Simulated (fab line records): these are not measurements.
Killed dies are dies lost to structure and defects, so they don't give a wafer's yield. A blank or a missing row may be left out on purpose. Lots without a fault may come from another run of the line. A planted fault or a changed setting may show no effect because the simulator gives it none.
Chamber matching || flow sky130 || rieDiel-02 running SKY_SONOS_ONO_ETCH_15: 4 sister chambers
The step etches the open film in CHF3/O2, target depth 19.52 nm, time 7.8 s. 22 wafers are shown with their chamber, then 11 later ones without.

## WAFERS WITH THEIR CHAMBER
{"wafer": "L077.2", "chamber": 2, "drypumpMotorCurrentA (A)": 6.0, "rfFwdPowerW (W)": 585, "oesProductAu (a.u.)": 0.997}
{"wafer": "L077.3", "chamber": 3, "drypumpMotorCurrentA (A)": 6.0, "rfFwdPowerW (W)": 589, "oesProductAu (a.u.)": 1.016}
{"wafer": "L077.6", "chamber": 3, "drypumpMotorCurrentA (A)": 6.0, "rfFwdPowerW (W)": 585, "oesProductAu (a.u.)": 1.008}
{"wafer": "L078.3", "chamber": 3, "drypumpMotorCurrentA (A)": 6.0, "rfFwdPowerW (W)": 589, "oesProductAu (a.u.)": 1.015}
{"wafer": "L078.4", "chamber": 3, "drypumpMotorCurrentA (A)": 6.0, "rfFwdPowerW (W)": 589, "oesProductAu (a.u.)": 1.005}
{"wafer": "L078.5", "chamber": 0, "drypumpMotorCurrentA (A)": 5.8, "rfFwdPowerW (W)": 590, "oesProductAu (a.u.)": 0.997}
{"wafer": "L081.1", "chamber": 2, "drypumpMotorCurrentA (A)": 6.0, "rfFwdPowerW (W)": 586, "oesProductAu (a.u.)": 0.994}
{"wafer": "L081.2", "chamber": 3, "drypumpMotorCurrentA (A)": 6.0, "rfFwdPowerW (W)": 587, "oesProductAu (a.u.)": 1.021}
{"wafer": "L081.5", "chamber": 0, "drypumpMotorCurrentA (A)": 5.8, "rfFwdPowerW (W)": 595, "oesProductAu (a.u.)": 0.992}
{"wafer": "L083.1", "chamber": 3, "drypumpMotorCurrentA (A)": 6.0, "rfFwdPowerW (W)": 588, "oesProductAu (a.u.)": 1.002}
{"wafer": "L083.3", "chamber": 0, "drypumpMotorCurrentA (A)": 5.9, "rfFwdPowerW (W)": 593, "oesProductAu (a.u.)": 0.996}
{"wafer": "L083.5", "chamber": 0, "drypumpMotorCurrentA (A)": 5.8, "rfFwdPowerW (W)": 592, "oesProductAu (a.u.)": 0.994}
{"wafer": "L086.1", "chamber": 0, "drypumpMotorCurrentA (A)": 5.8, "rfFwdPowerW (W)": 591, "oesProductAu (a.u.)": 0.986}
{"wafer": "L086.2", "chamber": 1, "drypumpMotorCurrentA (A)": 6.3, "rfFwdPowerW (W)": 590, "oesProductAu (a.u.)": 0.985}
{"wafer": "L086.3", "chamber": 3, "drypumpMotorCurrentA (A)": 6.0, "rfFwdPowerW (W)": 587, "oesProductAu (a.u.)": 1.004}
{"wafer": "L086.4", "chamber": 2, "drypumpMotorCurrentA (A)": 6.0, "rfFwdPowerW (W)": 585, "oesProductAu (a.u.)": 1.007}
{"wafer": "L086.5", "chamber": 3, "drypumpMotorCurrentA (A)": 6.0, "rfFwdPowerW (W)": 588, "oesProductAu (a.u.)": 1.005}
{"wafer": "L086.6", "chamber": 0, "drypumpMotorCurrentA (A)": 5.8, "rfFwdPowerW (W)": 592, "oesProductAu (a.u.)": 0.997}
{"wafer": "L089.2", "chamber": 3, "drypumpMotorCurrentA (A)": 6.0, "rfFwdPowerW (W)": 584, "oesProductAu (a.u.)": 1.013}
{"wafer": "L089.3", "chamber": 1, "drypumpMotorCurrentA (A)": 6.3, "rfFwdPowerW (W)": 588, "oesProductAu (a.u.)": 0.999}
{"wafer": "L089.6", "chamber": 2, "drypumpMotorCurrentA (A)": 6.0, "rfFwdPowerW (W)": 582, "oesProductAu (a.u.)": 0.998}
{"wafer": "L093.3", "chamber": 1, "drypumpMotorCurrentA (A)": 6.3, "rfFwdPowerW (W)": 591, "oesProductAu (a.u.)": 0.998}

SIGNATURES, as means of the wafers listed above
{"reading": "drypumpMotorCurrentA", "chamber 0": 5.817, "chamber 1": 6.300, "chamber 2": 6.000, "chamber 3": 6.000, "scatter within a chamber": 0.0215}
{"reading": "rfFwdPowerW", "chamber 0": 592.17, "chamber 1": 589.67, "chamber 2": 584.50, "chamber 3": 587.33, "scatter within a chamber": 1.74}
{"reading": "oesProductAu", "chamber 0": 0.99367, "chamber 1": 0.99400, "chamber 2": 0.99900, "chamber 3": 1.00989, "scatter within a chamber": 0.00601}
Rule: for each reading, subtract the chamber's mean from the wafer's reading, divide by that reading's scatter and square the result; add these up over the readings and take the root, which gives the wafer's distance from the chamber. The wafer belongs to the nearest chamber; if the next one is less than 2 further off, it can't be placed. How the scatter is found: for the shown wafers, subtract from each reading the mean of its chamber, square and add these, divide the total by (wafers less chambers), then take the root.

## WAFERS WITH NO CHAMBER GIVEN
{"wafer": "L093.4", "drypumpMotorCurrentA (A)": 6.0, "rfFwdPowerW (W)": 584, "oesProductAu (a.u.)": 0.993}
{"wafer": "L093.6", "drypumpMotorCurrentA (A)": 5.8, "rfFwdPowerW (W)": 592, "oesProductAu (a.u.)": 0.991}
{"wafer": "L094.2", "drypumpMotorCurrentA (A)": 5.8, "rfFwdPowerW (W)": 593, "oesProductAu (a.u.)": 1.000}
{"wafer": "L094.3", "drypumpMotorCurrentA (A)": 6.0, "rfFwdPowerW (W)": 579, "oesProductAu (a.u.)": 0.984}
{"wafer": "L094.5", "drypumpMotorCurrentA (A)": 6.3, "rfFwdPowerW (W)": 589, "oesProductAu (a.u.)": 1.008}
{"wafer": "L097.1", "drypumpMotorCurrentA (A)": 5.8, "rfFwdPowerW (W)": 591, "oesProductAu (a.u.)": 1.001}
{"wafer": "L097.2", "drypumpMotorCurrentA (A)": 6.3, "rfFwdPowerW (W)": 589, "oesProductAu (a.u.)": 0.999}
{"wafer": "L097.3", "drypumpMotorCurrentA (A)": 6.0, "rfFwdPowerW (W)": 586, "oesProductAu (a.u.)": 1.015}
{"wafer": "L097.4", "drypumpMotorCurrentA (A)": 6.0, "rfFwdPowerW (W)": 587, "oesProductAu (a.u.)": 0.998}
{"wafer": "L097.5", "drypumpMotorCurrentA (A)": 6.0, "rfFwdPowerW (W)": 586, "oesProductAu (a.u.)": 1.014}
{"wafer": "L097.6", "drypumpMotorCurrentA (A)": 5.8, "rfFwdPowerW (W)": 593, "oesProductAu (a.u.)": 1.007}

## WHICH CHAMBER EACH ONE RAN IN
{"wafer": "L093.4", "from the rows above": 2, "in truth": 2}
{"wafer": "L093.6", "from the rows above": 0, "in truth": 0}
{"wafer": "L094.2", "from the rows above": 0, "in truth": 0}
{"wafer": "L094.3", "from the rows above": 2, "in truth": 2}
{"wafer": "L094.5", "from the rows above": 1, "in truth": 1}
{"wafer": "L097.1", "from the rows above": 0, "in truth": 0}
{"wafer": "L097.2", "from the rows above": 1, "in truth": 1}
{"wafer": "L097.3", "from the rows above": "can't be placed: 3 or 2", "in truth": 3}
{"wafer": "L097.4", "from the rows above": "can't be placed: 2 or 3", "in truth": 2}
{"wafer": "L097.5", "from the rows above": "can't be placed: 3 or 2", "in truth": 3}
{"wafer": "L097.6", "from the rows above": 0, "in truth": 0}
Correct placement for 8 of the 11. Unplaceable from these rows: 3, with the true chamber sitting among the candidates in 3. Wrongly placed: 0.
